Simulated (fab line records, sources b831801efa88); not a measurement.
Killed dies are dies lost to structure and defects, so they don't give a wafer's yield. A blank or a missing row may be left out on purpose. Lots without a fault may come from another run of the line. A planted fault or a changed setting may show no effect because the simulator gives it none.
A struck lot beside a sound one | flow sky130 | 28 steps out of a route of 708
Sound: wafers L451.1, L451.5, L451.6. Struck: wafers L441.1, L441.6. (L441.5 of the same lot was not struck and is left out.) The cause comes at the end.
At each step with rows: each side's tool, then ch and its chambers, then its first start. Under that, the readings that differ: sound wafers | struck wafers | difference of the means | sigmas: that difference in standard deviations of wafers without a fault.
alike: readings whose means differ by less than 2 such deviations, and words and numbers that are the same on both sides. not compared: withheld readings, readings that some wafer has no value for, bounds like >300 that may hide the same value, and numbers for which the record gives no deviation and whose values overlap.
The two part at a step that has a row with sigmas, a row that says differs or no value, or rows on one side only. Numbers that don't overlap but have no deviation are shown without sigmas and don't part them. A reading that every wafer of one side lacks parts them only if that side has two wafers or more.

first, 6 steps without rows for these wafers: SKY_SD_N_IMPLANT_09; SKY_SD_N_IMPLANT_10; SKY_SD_N_STRIP_11 (strips in O2/N2); SKY_SD_N_CLEAN_13 (cleans in SC1/SC2, time 150 s); SKY_SD_N_RTA_14 (time 2 s); SKY_SALICIDE_CLEAN_00 (cleans in HF-last, time 30 s).
SKY_LI_CONTACT_HDPCVD_00: deposits PSG, target thk 930 nm, time 155 s.
  sound on hdpcvd-02 ch 0,2, day 34 17:59; struck on hdpcvd-02 ch 1, day 31 18:17
  reading                                       | sound           | struck      | difference | sigmas
  model.PSG_of_LI_CONTACT_HDPCVD_00.thk_nm (nm) | 924.4 926 927.4 | 409.9 422.3 | -509.8     |
SKY_LI_CONTACT_THK_MEAS_01:
  sound on film_metro-04, day 34 18:05; struck on film_metro-04, day 31 18:23
  reading                    | sound       | struck  | difference | sigmas
  LI_CONTACT_HDPCVD_THK (nm) | 925 925 928 | 410 422 | -510       | -55
SKY_LI_CONTACT_CMP_02: polishes PSG.
  sound on cmp-01 ch 0,1,3, day 34 18:17; struck on cmp-02 ch 2,3, day 31 18:35
  reading                | sound          | struck  | difference | sigmas
  time_to_endpoint_s (s) | 33.0 32.5 31.3 | 4.8 5.6 | -27.1      | -12
  alike: motor_current_A
then, 9 steps without rows for these wafers: SKY_LI_CONTACT_DEHYDRATE_04 (time 60 s); SKY_LI_CONTACT_HMDS_05 (prime time 60 s); SKY_LI_CONTACT_COAT_06 (resist thk 60 nm); SKY_LI_CONTACT_COAT_07 (resist thk 450 nm); SKY_LI_CONTACT_SOFTBAKE_08 (time 90 s); SKY_LI_CONTACT_EXPOSE_09 (exposes mask LICM1, target cd 170 nm); SKY_LI_CONTACT_PEB_10; SKY_LI_CONTACT_DEVELOP_11 (develop time 60 s); SKY_LI_CONTACT_ETCH_14 (etches BARC in N2/H2, stops on SiO2, time 45.9 s, target depth 60 nm).
SKY_LI_CONTACT_ETCH_15: etches PSG in C4F8/O2/Ar, stops on Si, target depth 600 nm.
  sound on rie_diel-02 ch 1,2, day 35 21:14; struck on rie_diel-02 ch 2, day 32 22:18
  reading                                | sound             | struck      | difference | sigmas
  oes_product_au (a.u.)                  | 0.840 0.844 0.838 | 0.689 0.704 | -0.144     | -31
  model.etch.depth_nm (nm)               | 597.3 597 597.5   | 409.9 422.3 | -181.2     |
  model.LI_CONTACT.feature_depth_nm (nm) | 597.3 597 597.5   | 409.9 422.3 | -181.2     |
  alike: bias_w
then, 6 steps without rows for these wafers: SKY_LI_CONTACT_STRIP_16 (strips in O2/N2); SKY_LI_CONTACT_CLEAN_17 (cleans in NMP, time 600 s); SKY_LI_CONTACT_PRE_CLEAN_18 (time 5.6 s); SKY_LI_CONTACT_SPUTTER_19 (material Ti, target thk 20 nm, time 106.37 s); SKY_LI_CONTACT_SPUTTER_20 (material TiN, target thk 20 nm, time 80 s); SKY_LI_CONTACT_CVD_21 (deposits W, target thk 400 nm, time 120.56 s).
SKY_LI_CONTACT_CMP_24: polishes, stops on PSG, t overpolish 20 s, target thk 0 nm.
  sound on cmp-01 ch 1,2, day 35 22:07; struck on cmp-01 ch 1,2, day 32 23:18
  reading                                       | sound           | struck      | difference | sigmas
  model.PSG_of_LI_CONTACT_HDPCVD_00.thk_nm (nm) | 587.8 587.5 588 | 400.5 412.9 | -181.1     |
  alike: motor_current_A, overpolish_run_s, time_to_endpoint_s
then, 1 step without rows for these wafers: SKY_LOCAL_INTERCONNECT_SPUTTER_00 (material TiN, target thk 100 nm, time 83.3 s).
-- the record jumps here: 16 days lie between the struck wafers' starts before and after (it left off in module LOCAL_INTERCONNECT and takes up again in module PAD_OPEN, whose first step shown is number 708 of the route) --
SKY_PAD_OPEN_PROBE_99:
  sound on prober-02, day 50 15:05; struck on prober-01, day 48 12:29
  reading                                 | sound             | struck      | difference | sigmas
  model.etest.cap_li_to_poly.c_af_um2     | 99.36 101.1 102.8 | 230.9 210.1 | +119.4     |
  model.etest.licon_pdiff.rc_ohm          | 602.5 591.6 595.8 | 530.8 524.5 | -69.0      |
  model.etest.nfet_g5v0d10v5.r_on_ohm_um  | 1888 1880 1880    | 1829 1870   | -33        |
  model.etest.licon_high_po.rc_ohm        | 352.3 345.1 362.9 | 326.8 321.6 | -29.2      |
  model.etest.nfet_01v8.r_on_ohm_um       | 824.3 819.1 817.9 | 812.7 804.2 | -12.0      |
  model.etest.licon_ndiff.rc_ohm          | 191.1 191.6 186.5 | 153.1 154   | -36.2      |
  model.etest.sonos_uncharged.r_on_ohm_um | 808.5 808.1 805.7 | 793.8 787.3 | -16.9      |
  model.etest.licon_poly.rc_ohm           | 149.5 153.8 152.7 | 132 135     | -18        |
  alike: killed_at_M0_to_M3, killed_at_M4_up, killed_at_contacts, killed_at_front_end, killed_at_other, killed_dies, killed_on_rim, killed_open, killed_short

WHERE THEY PART
First at SKY_LI_CONTACT_THK_MEAS_01; last, within this record, at SKY_LI_CONTACT_ETCH_15. Later steps at which nothing parts them and some readings are alike: SKY_LI_CONTACT_CMP_24, SKY_PAD_OPEN_PROBE_99.

WHY: what the simulator had put in
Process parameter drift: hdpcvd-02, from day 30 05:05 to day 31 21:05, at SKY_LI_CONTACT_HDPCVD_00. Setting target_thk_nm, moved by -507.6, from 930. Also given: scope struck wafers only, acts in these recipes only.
